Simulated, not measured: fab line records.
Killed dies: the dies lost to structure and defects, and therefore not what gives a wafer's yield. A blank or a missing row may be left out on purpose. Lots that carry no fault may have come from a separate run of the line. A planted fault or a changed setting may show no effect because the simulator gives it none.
Which of the tools did it?    flow gf180mcu    at 1 step of a route of 602, 14 lots with 41 wafers sampled

WHAT THE GAUGES READ, wafer by wafer
GF_VT_IMPLANT_OVL_MEAS_07.
lot   measured      on          VT_IMPLANT_OVL (nm)
L277  day 5 15:00   overlay-02  -2.7 -0.1 -0.8
L278  day 5 21:10   overlay-02  -0.4 0.0 -1.0
L279  day 6 01:42   overlay-02  0.9 -0.9 -1.7
L280  day 6 10:44   overlay-01  -1.5 -1.1 -1.2
L282  day 6 22:21   overlay-02  -0.8 0.7 1.1
L283  day 7 03:55   overlay-02  -1.0 -0.6 0.0
L284  day 7 09:07   overlay-01  -1.5 -1.5
L289  day 8 15:03   overlay-02  -1.1 -0.2 -0.4
L290  day 8 22:22   overlay-02  1.1 -0.5 0.6
L291  day 9 05:40   overlay-01  -1.6 -2.6 -3.4
L294  day 10 00:21  overlay-02  -1.1 -0.7 -0.1
L296  day 10 12:41  overlay-01  -1.5 -1.1 -0.9
L297  day 10 20:43  overlay-01  0.8 0.5 0.6
L299  day 11 17:14  overlay-02  -1.6 1.6 -0.5

EACH LOT AND THE TOOL THAT RAN IT (in order: tool; ch and the chambers of the sampled wafers; start)
The record shows no process step preceding these readings.

AS READ BY THE TOOLS THEMSELVES (means over the sampled wafers that have a number; for cases with no such wafer, the mark the record gives instead)
The record holds no such reading with a usual standard deviation.

THE ANSWER, worked out from the rows above alone
Rule: usual is defined by the lots themselves. Put in order of their means at a reading, lots are off if they are a third of the lots or fewer, leave a main group of 4 or more, and stand apart from it by a gap of 3 or more times the standard deviation of the main group's means; of several such gaps the widest counts. A main group is skipped when, at the precision printed for the reading in the tables above, its means are all equal. A lot without any number at a reading at which 4 lots or more have one is off too. Any other lot the step has rows for is counted as sound. First the gauges in route order, then the tools' own readings, where a lot's mean is used as printed above. At the first step where some lot is off, the reading lying furthest off is the one used; lots without a number count as furthest.
No lot is off on any of the readings shown, so nothing can be concluded from this.

WHAT THE SIMULATOR HAD INSERTED
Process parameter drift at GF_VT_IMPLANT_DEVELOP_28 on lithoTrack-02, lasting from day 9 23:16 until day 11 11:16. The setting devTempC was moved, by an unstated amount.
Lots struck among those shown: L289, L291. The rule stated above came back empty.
